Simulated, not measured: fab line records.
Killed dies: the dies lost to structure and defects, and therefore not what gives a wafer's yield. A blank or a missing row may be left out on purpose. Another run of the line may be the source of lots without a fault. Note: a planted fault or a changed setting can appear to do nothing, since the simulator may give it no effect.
Commonality check across tools | flow gf180mcu | Sample size 14 lots and 42 wafers

== THE REASON FOR OPENING IT ==
Of 14 lots, 2 have the reading VT_IMPLANT_TW flagged at GF_VT_IMPLANT_TW_MEAS_10. Wafers without a fault read 559, standard deviation 3.8.
Rule: a lot gets a flag if all its wafers with a number sit over 4 standard deviations from that mean, or if no wafer of it has a number. The other lots count as sound.

lot  | measured     | on            | VT_IMPLANT_TW, wafer by wafer | flag
L179 | day 5 18:13  | film-metro-04 | 556 554 554                   |
L180 | day 6 00:23  | film-metro-02 | 565 565 562                   |
L181 | day 6 04:26  | film-metro-04 | 558 559 560                   |
L182 | day 6 10:07  | film-metro-03 | 688 692 693                   | FLAGGED
L183 | day 6 15:29  | film-metro-03 | 553 554 555                   |
L184 | day 6 21:34  | film-metro-04 | 558 562 557                   |
L186 | day 7 12:53  | film-metro-02 | 558 557 561                   |
L191 | day 8 17:00  | film-metro-02 | 693 696 695                   | FLAGGED
L192 | day 9 00:07  | film-metro-03 | 552 551 554                   |
L197 | day 10 06:44 | film-metro-04 | 555 558 555                   |
L198 | day 10 14:41 | film-metro-02 | 561 563 563                   |
L199 | day 10 21:16 | film-metro-04 | 554 552 556                   |
L200 | day 11 00:40 | film-metro-02 | 563 562 562                   |
L201 | day 11 08:32 | film-metro-02 | 568 565 567                   |
Average over the flagged lots: 693; offset from the usual +134, equal to +35 standard deviations.

== WHICH TOOL RAN EACH LOT ==
The record keeps 1 process step preceding the reading, out of 602 steps on the route. In each cell: the tool, then ch and the chambers that the sampled wafers went through, then the start.
lot  | flag    | GF_VT_IMPLANT_IMPLANT_08
L179 |         | implanter-04 ch 0, day 5 17:58
L180 |         | implanter-04 ch 0, day 6 00:08
L181 |         | implanter-01 ch 0, day 6 04:11
L182 | FLAGGED | implanter-01 ch 0, day 6 09:31
L183 |         | implanter-04 ch 0, day 6 15:14
L184 |         | implanter-02 ch 0, day 6 21:21
L186 |         | implanter-02 ch 0, day 7 12:38
L191 | FLAGGED | implanter-04 ch 0, day 8 16:26
L192 |         | implanter-01 ch 0, day 8 23:53
L197 |         | implanter-02 ch 0, day 10 06:30
L198 |         | implanter-04 ch 0, day 10 14:27
L199 |         | implanter-01 ch 0, day 10 21:01
L200 |         | implanter-04 ch 0, day 11 00:28
L201 |         | implanter-01 ch 0, day 11 08:18
These steps, and what they do:
- GF_VT_IMPLANT_IMPLANT_08
- GF_VT_IMPLANT_TW_MEAS_10

== FLAGGED AGAINST TOTAL, ONE TOOL AT A TIME (gauges that did the reading follow at the end) ==
step                     | tool          | lots run | flagged | share of the flagged lots | sound lots run after its first flagged lot
GF_VT_IMPLANT_IMPLANT_08 | implanter-01  | 5        | 1       | some                      | 3 (L192,L199,L201)
GF_VT_IMPLANT_IMPLANT_08 | implanter-02  | 3        | 0       | none                      | -
GF_VT_IMPLANT_IMPLANT_08 | implanter-04  | 6        | 1       | some                      | 2 (L198,L200)
GF_VT_IMPLANT_TW_MEAS_10 | film-metro-02 | 6        | 1       | some                      | 3 (L198,L200,L201)
GF_VT_IMPLANT_TW_MEAS_10 | film-metro-03 | 3        | 1       | some                      | 2 (L183,L192)
GF_VT_IMPLANT_TW_MEAS_10 | film-metro-04 | 5        | 0       | none                      | -

== WHAT THE TABLE PERMITS ==
No row of the table ran every flagged lot.

== WHAT THE SIMULATOR HAD PUT IN ==
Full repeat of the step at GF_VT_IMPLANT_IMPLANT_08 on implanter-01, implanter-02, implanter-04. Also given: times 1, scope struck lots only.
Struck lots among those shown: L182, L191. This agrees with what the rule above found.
